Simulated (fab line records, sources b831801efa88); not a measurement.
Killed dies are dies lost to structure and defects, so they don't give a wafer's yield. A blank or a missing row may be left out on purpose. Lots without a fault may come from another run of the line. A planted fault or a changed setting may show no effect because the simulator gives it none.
A struck lot beside a sound one | flow sfq_line | 14 steps out of a route of 325
Sound: wafers L125.1, L125.3, L125.5. Struck: wafer L131.4. (L131.1, L131.3 of the same lot were not struck and are left out.) The cause comes at the end.
At each step with rows: each side's tool, then ch and its chambers, then its first start. Under that, the readings that differ: sound wafers | struck wafers | difference of the means | sigmas: that difference in standard deviations of wafers without a fault.
alike: readings whose means differ by less than 2 such deviations, and words and numbers that are the same on both sides. not compared: withheld readings, readings that some wafer has no value for, bounds like >300 that may hide the same value, and numbers for which the record gives no deviation and whose values overlap.
The two part at a step that has a row with sigmas, a row that says differs or no value, or rows on one side only. Numbers that don't overlap but have no deviation are shown without sigmas and don't part them. A reading that every wafer of one side lacks parts them only if that side has two wafers or more.

first, 6 steps without rows for these wafers: SFQ_TRILAYER_M7_LITHO_COAT_182 (resist thk 62 nm); SFQ_TRILAYER_M7_LITHO_COAT_177 (resist thk 600 nm); SFQ_TRILAYER_M7_LITHO_SOFTBAKE_181; SFQ_TRILAYER_M7_LITHO_EXPOSE_178 (exposes mask M7, target cd 500 nm); SFQ_TRILAYER_M7_LITHO_PEB_180 (peb time 60 s); SFQ_TRILAYER_M7_LITHO_DEVELOP_179 (time 60 s).
SFQ_M7_OVL_MEAS_945:
  sound on overlay-01, day 83 22:04; struck on overlay-02, day 84 21:52
  alike: M7_OVL
SFQ_TRILAYER_M7_BARC_OPEN_METAL_ETCH_229: etches BARC in O2, target depth 125 nm, time 41.7 s.
  sound on rie_metal-04 ch 0,1, day 83 22:07; struck on rie_metal-04 ch 0, day 84 21:55
  alike: drypump_motor_current_A, oes_product_au
  not compared: rf_hours_counter_h
SFQ_TRILAYER_M7_ETCH_METAL_ETCH_180: etches Nb in Cl2/Ar, stops on SiO2, target depth 240 nm, time 120 s.
  sound on rie_metal-04 ch 0,1, day 83 22:10; struck on rie_metal-04 ch 0, day 84 21:58
  alike: drypump_motor_current_A, oes_product_au
  not compared: rf_hours_counter_h
SFQ_TRILAYER_M7_STRIP_STRIP_181: strips in O2.
  sound on rie_metal-04 ch 0,1, day 83 22:18; struck on rie_metal-04 ch 0, day 84 22:06
  alike: drypump_motor_current_A, oes_product_au
  not compared: rf_hours_counter_h
then, 1 step without rows for these wafers: SFQ_TRILAYER_M7_STRIP_SOLV_CLEAN_182 (cleans in NMP, time 600 s).
SFQ_TRILAYER_I7_DEP_PECVD_183: deposits SiO2 from SiH4/N2O, time 111.11 s, target thk 500 nm.
  sound on pecvd-03 ch 0,1,2, day 83 23:04; struck on pecvd-04 ch 0, day 84 22:52
  alike: heater_power_w, throttle_valve_pct
SFQ_TRILAYER_I7_CMP_CMP_184: polishes SiO2.
  sound on cmp-02 ch 1,2,3, day 83 23:39; struck on cmp-01 ch 0, day 84 23:27
  reading                 | sound             | struck | difference | sigmas
  head_pressure_psi (psi) | 3.006 3.013 2.995 | 3.842  | +0.837     | +99 or more
  motor_current_A (A)     | 11.4 10.9 10.6    | 14.0   | +3.0       | +4
  time_to_endpoint_s (s)  | 210 209 205       | 171    | -37        | -5
SFQ_I7_BOW_MEAS_946:
  sound on film_metro-01, day 84 02:09; struck on film_metro-02, day 85 01:57
  alike: I7_BOW

WHERE THEY PART
Only at SFQ_TRILAYER_I7_CMP_CMP_184, within this record. Later steps at which nothing parts them and some readings are alike: SFQ_I7_BOW_MEAS_946.

WHY: what the simulator had put in
Process parameter drift: cmp-01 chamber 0, from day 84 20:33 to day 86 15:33, at SFQ_TRILAYER_I7_CMP_CMP_184. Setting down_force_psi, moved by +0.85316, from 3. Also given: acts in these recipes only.
